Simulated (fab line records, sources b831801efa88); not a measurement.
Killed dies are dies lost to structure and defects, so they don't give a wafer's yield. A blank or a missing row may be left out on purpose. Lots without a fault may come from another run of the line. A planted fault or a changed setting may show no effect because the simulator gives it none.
Which tool did it? | flow sky130 | 24 lots, 72 wafers sampled, at 6 steps of a route of 708

WHAT THE GAUGES READ, wafer by wafer
SKY_METAL2_THK_MEAS_06: measures by xrf. Usual: METAL2_ALCU_THK 250.0 nm, standard deviation 2.3.
lot  | measured     | on            | METAL2_ALCU_THK (nm) | flag
L074 | day 34 01:56 | film_metro-03 | 251.1 253.1 251.3    |
L075 | day 34 23:15 | film_metro-03 | 253.3 251.1 252.0    |
L076 | day 35 03:15 | film_metro-04 | 250.8 249.7 248.3    |
L077 | day 35 18:02 | film_metro-03 | 250.8 250.3 250.7    |
L079 | day 35 22:41 | film_metro-03 | 255.2 253.7 252.2    |
L078 | day 36 02:41 | film_metro-03 | 248.7 248.7 252.1    |
L080 | day 36 12:46 | film_metro-03 | 251.1 252.3 252.5    |
L081 | day 36 23:09 | film_metro-01 | 249.5 250.1 247.8    |
L082 | day 37 00:36 | film_metro-04 | 247.5 247.9 247.2    |
L083 | day 37 16:19 | film_metro-04 | 248.5 248.1 248.6    |
L085 | day 38 00:33 | film_metro-03 | 248.3 246.5 245.5    |
L084 | day 38 01:44 | film_metro-03 | 252.9 251.7 251.2    |
L086 | day 38 06:14 | film_metro-04 | 253.9 250.5 249.4    |
L087 | day 39 03:00 | film_metro-04 | 250.2 244.3 249.2    |
L088 | day 39 11:24 | film_metro-01 | 250.5 246.5 247.9    |
L089 | day 39 23:31 | film_metro-03 | 248.8 249.7 250.3    |
L090 | day 40 04:17 | film_metro-03 | 245.1 249.0 250.0    |
L091 | day 40 18:08 | film_metro-04 | 250.9 251.4 250.2    |
L092 | day 40 23:47 | film_metro-04 | 251.0 251.4 251.7    |
L093 | day 41 05:34 | film_metro-04 | 254.3 253.6 252.4    |
L094 | day 41 07:43 | film_metro-04 | 249.3 247.2 249.3    |
L096 | day 41 11:02 | film_metro-04 | 250.6 248.3 248.7    |
L095 | day 41 14:25 | film_metro-01 | 250.2 249.3 251.4    |
L097 | day 41 18:13 | film_metro-04 | 249.2 253.0 251.9    |

SKY_CAP2M_RS_MEAS_03: measures by four-point-probe. Usual: CAP2M_TIN_RS 6.91 ohm/sq, standard deviation 0.08.
lot  | measured     | on            | CAP2M_TIN_RS (ohm/sq) | flag
L074 | day 39 19:56 | film_metro-01 | 6.88 6.95 6.94        |
L075 | day 40 17:11 | film_metro-01 | 6.95 6.97 6.99        |
L076 | day 40 17:56 | film_metro-03 | 6.98 7.00 6.93        |
L077 | day 41 09:58 | film_metro-04 | 6.87 6.95 6.87        |
L079 | day 41 12:41 | film_metro-01 | 6.82 6.85 6.84        |
L078 | day 41 17:51 | film_metro-04 | 6.82 6.88 6.96        |
L080 | day 42 03:14 | film_metro-01 | 6.87 6.94 6.90        |
L081 | day 42 12:31 | film_metro-03 | 7.06 6.97 6.95        |
L082 | day 42 13:59 | film_metro-03 | 6.99 7.02 6.90        |
L083 | day 43 02:41 | film_metro-04 | 6.94 6.83 6.93        |
L085 | day 43 10:31 | film_metro-04 | 7.03 6.98 7.01        |
L084 | day 43 12:47 | film_metro-01 | 6.83 6.78 6.80        |
L086 | day 43 17:29 | film_metro-01 | 6.87 6.89 6.83        |
L087 | day 44 12:05 | film_metro-04 | 6.91 6.82 6.93        |
L088 | day 44 17:50 | film_metro-03 | 6.91 6.87 6.87        |
L089 | day 45 05:20 | film_metro-04 | 6.94 6.98 6.90        |
L090 | day 45 10:28 | film_metro-04 | 6.84 6.93 6.91        |
L091 | day 45 21:26 | film_metro-04 | 7.02 6.95 6.90        |
L092 | day 46 02:30 | film_metro-01 | 6.84 6.86 6.80        |
L093 | day 46 09:07 | film_metro-03 | 6.75 6.79 6.71        |
L094 | day 46 09:55 | film_metro-03 | 7.01 6.98 6.94        |
L096 | day 46 13:29 | film_metro-01 | 6.79 6.75 6.81        |
L095 | day 46 15:46 | film_metro-04 | 7.05 6.99 7.03        |
L097 | day 46 18:05 | film_metro-04 | 6.95 6.88 6.93        |

SKY_VIA4_BOW_MEAS_03. Usual: VIA4_BOW 82 um, standard deviation 8.7.
lot  | measured     | on            | VIA4_BOW (um) | flag
L074 | day 41 23:22 | film_metro-02 | 89 86 85      |
L075 | day 42 19:54 | film_metro-03 | 80 79 66      |
L076 | day 42 20:13 | film_metro-03 | 89 97 95      |
L077 | day 43 12:09 | film_metro-03 | 62 69 90      |
L079 | day 43 14:58 | film_metro-03 | 68 79 73      |
L078 | day 43 18:53 | film_metro-02 | 82 81 86      |
L080 | day 44 03:19 | film_metro-02 | 78 72 72      |
L081 | day 44 12:30 | film_metro-02 | 83 83 89      |
L082 | day 44 14:26 | film_metro-01 | 89 96 80      |
L083 | day 45 02:14 | film_metro-02 | 68 69 66      |
L085 | day 45 09:16 | film_metro-03 | 78 66 99      |
L084 | day 45 11:37 | film_metro-03 | 63 77 83      |
L086 | day 45 15:51 | film_metro-02 | 84 73 85      |
L087 | day 46 09:15 | film_metro-01 | 90 87 92      |
L088 | day 46 14:52 | film_metro-02 | 75 78 73      |
L089 | day 47 01:08 | film_metro-03 | 86 88 69      |
L090 | day 47 05:47 | film_metro-02 | 72 91 66      |
L091 | day 47 17:23 | film_metro-01 | 82 78 88      |
L092 | day 47 20:59 | film_metro-01 | 94 93 81      |
L093 | day 48 03:44 | film_metro-02 | 68 86 79      |
L094 | day 48 05:07 | film_metro-03 | 73 73 77      |
L096 | day 48 08:08 | film_metro-03 | 88 84 83      |
L095 | day 48 09:57 | film_metro-03 | 82 74 82      |
L097 | day 48 12:23 | film_metro-02 | 95 76 81      |

WHICH TOOL RAN EACH LOT (tool, then ch and the chambers of the sampled wafers, then the start)
lot  | SKY_METAL3_SPUTTER_03        | SKY_METAL3_METAL_ETCH_18          | SKY_CAP2M_SPUTTER_02
L074 | pvd_sputter-01, day 36 10:32 | rie_metal-01 ch 0,1, day 38 15:08 | pvd_sputter-02, day 39 19:49
L075 | pvd_sputter-02, day 37 07:01 | rie_metal-01 ch 0,1, day 39 13:02 | pvd_sputter-04, day 40 17:05
L076 | pvd_sputter-01, day 37 10:42 | rie_metal-01 ch 0,1, day 39 14:04 | pvd_sputter-02, day 40 17:50
L077 | pvd_sputter-04, day 38 01:56 | rie_metal-01 ch 0,1, day 40 05:38 | pvd_sputter-01, day 41 09:49
L079 | pvd_sputter-04, day 38 04:58 | rie_metal-04 ch 0,1, day 40 08:31 | pvd_sputter-02, day 41 12:35
L078 | pvd_sputter-01, day 38 09:21 | rie_metal-02 ch 0,1, day 40 13:56 | pvd_sputter-04, day 41 17:42
L080 | pvd_sputter-01, day 38 19:19 | rie_metal-02 ch 0,1, day 40 22:35 | pvd_sputter-02, day 42 03:07
L081 | pvd_sputter-02, day 39 05:41 | rie_metal-02 ch 0,1, day 41 08:44 | pvd_sputter-01, day 42 12:22
L082 | pvd_sputter-01, day 39 07:13 | rie_metal-01 ch 1, day 41 10:26   | pvd_sputter-01, day 42 13:51
L083 | pvd_sputter-02, day 39 21:22 | rie_metal-02 ch 0,1, day 41 23:49 | pvd_sputter-02, day 43 02:34
L085 | pvd_sputter-01, day 40 06:07 | rie_metal-04 ch 0,1, day 42 07:59 | pvd_sputter-01, day 43 10:25
L084 | pvd_sputter-01, day 40 07:55 | rie_metal-02 ch 0,1, day 42 09:44 | pvd_sputter-04, day 43 12:39
L086 | pvd_sputter-02, day 40 11:32 | rie_metal-02 ch 0,1, day 42 14:20 | pvd_sputter-04, day 43 17:23
L087 | pvd_sputter-01, day 41 08:50 | rie_metal-04 ch 0,1, day 43 10:11 | pvd_sputter-04, day 44 11:59
L088 | pvd_sputter-01, day 41 16:15 | rie_metal-02 ch 0,1, day 43 16:20 | pvd_sputter-01, day 44 17:41
L089 | pvd_sputter-01, day 42 03:56 | rie_metal-02 ch 0,1, day 44 03:40 | pvd_sputter-02, day 45 05:14
L090 | pvd_sputter-04, day 42 08:36 | rie_metal-02 ch 0, day 44 08:14   | pvd_sputter-02, day 45 10:20
L091 | pvd_sputter-02, day 42 21:57 | rie_metal-01 ch 0,1, day 44 20:44 | pvd_sputter-04, day 45 21:20
L092 | pvd_sputter-01, day 43 02:44 | rie_metal-04 ch 0,1, day 45 01:37 | pvd_sputter-02, day 46 02:23
L093 | pvd_sputter-01, day 43 08:39 | rie_metal-02 ch 0,1, day 45 07:31 | pvd_sputter-02, day 46 09:01
L094 | pvd_sputter-04, day 43 11:00 | rie_metal-04 ch 0,1, day 45 09:14 | pvd_sputter-04, day 46 09:47
L096 | pvd_sputter-02, day 43 14:40 | rie_metal-01 ch 0,1, day 45 12:29 | pvd_sputter-02, day 46 13:22
L095 | pvd_sputter-02, day 43 17:22 | rie_metal-02 ch 0,1, day 45 15:28 | pvd_sputter-01, day 46 15:35
L097 | pvd_sputter-02, day 43 19:31 | rie_metal-04 ch 1, day 45 17:20   | pvd_sputter-02, day 46 17:58
- SKY_METAL3_SPUTTER_03: material Ti, target thk 5 nm, time 3.3 s.
- SKY_METAL3_METAL_ETCH_18: etches the open film in Cl2/BCl3, stops on SiO2, target depth 845 nm, time 183.1 s.
- SKY_CAP2M_SPUTTER_02: material TiN, target thk 200 nm, time 166.7 s.

WHAT THE TOOLS THEMSELVES READ (means of the sampled wafers that have a number; where no wafer has one, the mark that the record gives instead)
SKY_METAL3_SPUTTER_03. Usual: throttle_valve_pct 29.9 %, standard deviation 0.96.
lot  | tool           | throttle_valve_pct (%) | flag
L074 | pvd_sputter-01 | 30.2                   |
L075 | pvd_sputter-02 | 29.5                   |
L076 | pvd_sputter-01 | 29.8                   |
L077 | pvd_sputter-04 | 30.4                   |
L079 | pvd_sputter-04 | 29.9                   |
L078 | pvd_sputter-01 | 30.4                   |
L080 | pvd_sputter-01 | 29.8                   |
L081 | pvd_sputter-02 | 30.2                   |
L082 | pvd_sputter-01 | 30.0                   |
L083 | pvd_sputter-02 | 30.2                   |
L085 | pvd_sputter-01 | 29.8                   |
L084 | pvd_sputter-01 | 30.3                   |
L086 | pvd_sputter-02 | 29.5                   |
L087 | pvd_sputter-01 | 29.7                   |
L088 | pvd_sputter-01 | 29.1                   |
L089 | pvd_sputter-01 | 29.8                   |
L090 | pvd_sputter-04 | 30.2                   |
L091 | pvd_sputter-02 | 29.5                   |
L092 | pvd_sputter-01 | 29.8                   |
L093 | pvd_sputter-01 | 29.3                   |
L094 | pvd_sputter-04 | 30.2                   |
L096 | pvd_sputter-02 | 29.3                   |
L095 | pvd_sputter-02 | 30.3                   |
L097 | pvd_sputter-02 | 30.4                   |

SKY_METAL3_METAL_ETCH_18. Usual: drypump_motor_current_A 5.5 A, standard deviation 0.48; mfc_cl2_sccm 59.98 sccm, standard deviation 0.18; oes_product_au 0.866 a.u., standard deviation 0.006; throttle_valve_pct 22.264 %, standard deviation 0.0083.
lot  | tool         | drypump_motor_current_A (A) | mfc_cl2_sccm (sccm) | oes_product_au (a.u.) | throttle_valve_pct (%) | flag
L074 | rie_metal-01 | 5.4                         | 60.01               | 0.873                 | 22.266                 |
L075 | rie_metal-01 | 5.4                         | 59.98               | 0.874                 | 22.267                 |
L076 | rie_metal-01 | 5.8                         | 59.95               | 0.865                 | 22.260                 |
L077 | rie_metal-01 | 5.8                         | 59.74               | 0.859                 | 22.270                 |
L079 | rie_metal-04 | 5.5                         | 60.10               | 0.868                 | 22.269                 |
L078 | rie_metal-02 | 5.8                         | 59.94               | 0.870                 | 22.270                 |
L080 | rie_metal-02 | 5.8                         | 59.88               | 0.867                 | 22.257                 |
L081 | rie_metal-02 | 5.8                         | 59.88               | 0.866                 | 22.270                 |
L082 | rie_metal-01 | 6.1                         | 60.31               | 0.863                 | 22.260                 |
L083 | rie_metal-02 | 5.8                         | 59.87               | 0.865                 | 22.262                 |
L085 | rie_metal-04 | 5.1                         | 59.96               | 0.869                 | 22.262                 |
L084 | rie_metal-02 | 5.5                         | 59.98               | 0.868                 | 22.266                 |
L086 | rie_metal-02 | 5.8                         | 59.85               | 0.859                 | 22.269                 |
L087 | rie_metal-04 | 5.5                         | 60.04               | 0.871                 | 22.269                 |
L088 | rie_metal-02 | 5.5                         | 59.90               | 0.875                 | 22.260                 |
L089 | rie_metal-02 | 5.5                         | 60.08               | 0.866                 | 22.259                 |
L090 | rie_metal-02 | 6.0                         | 59.97               | 0.865                 | 22.257                 |
L091 | rie_metal-01 | 5.5                         | 60.06               | 0.864                 | 22.258                 |
L092 | rie_metal-04 | 5.1                         | 60.02               | 0.869                 | 22.264                 |
L093 | rie_metal-02 | 5.5                         | 60.23               | 0.865                 | 22.266                 |
L094 | rie_metal-04 | 5.4                         | 60.12               | 0.866                 | 22.259                 |
L096 | rie_metal-01 | 5.8                         | 60.27               | 0.860                 | 22.262                 |
L095 | rie_metal-02 | 5.5                         | 59.92               | 0.870                 | 22.271                 |
L097 | rie_metal-04 | 4.7                         | 59.80               | 0.865                 | 22.259                 |

SKY_CAP2M_SPUTTER_02. Usual: throttle_valve_pct 30.0 %, standard deviation 0.96.
lot  | tool           | throttle_valve_pct (%) | flag
L074 | pvd_sputter-02 | 29.7                   |
L075 | pvd_sputter-04 | 30.2                   |
L076 | pvd_sputter-02 | 30.3                   |
L077 | pvd_sputter-01 | 30.4                   |
L079 | pvd_sputter-02 | 30.3                   |
L078 | pvd_sputter-04 | 30.4                   |
L080 | pvd_sputter-02 | 30.4                   |
L081 | pvd_sputter-01 | 30.6                   |
L082 | pvd_sputter-01 | 30.1                   |
L083 | pvd_sputter-02 | 30.4                   |
L085 | pvd_sputter-01 | 29.7                   |
L084 | pvd_sputter-04 | 29.9                   |
L086 | pvd_sputter-04 | 30.8                   |
L087 | pvd_sputter-04 | 30.0                   |
L088 | pvd_sputter-01 | 30.1                   |
L089 | pvd_sputter-02 | 30.3                   |
L090 | pvd_sputter-02 | 30.3                   |
L091 | pvd_sputter-04 | 30.1                   |
L092 | pvd_sputter-02 | 29.7                   |
L093 | pvd_sputter-02 | 29.7                   |
L094 | pvd_sputter-04 | 30.4                   |
L096 | pvd_sputter-02 | 28.7                   |
L095 | pvd_sputter-01 | 29.9                   |
L097 | pvd_sputter-02 | 29.3                   |

THE ANSWER, worked out from the rows above alone
Rule: a lot is off if the mean of its wafers that have a number lies more than 3 standard deviations from the usual mean. A lot without any number at a reading at which 4 lots or more have one is off too. The other lots that the step has rows for count as sound. The gauges are gone through in route order, then the tools' own readings, and for those a lot's mean is taken as printed above. The first step at which some lot is off is used, and at that step the reading that is off furthest; a lot without a number counts as furthest.
No lot is off at any reading shown: from this, nothing can be told.

WHAT THE SIMULATOR HAD PUT IN
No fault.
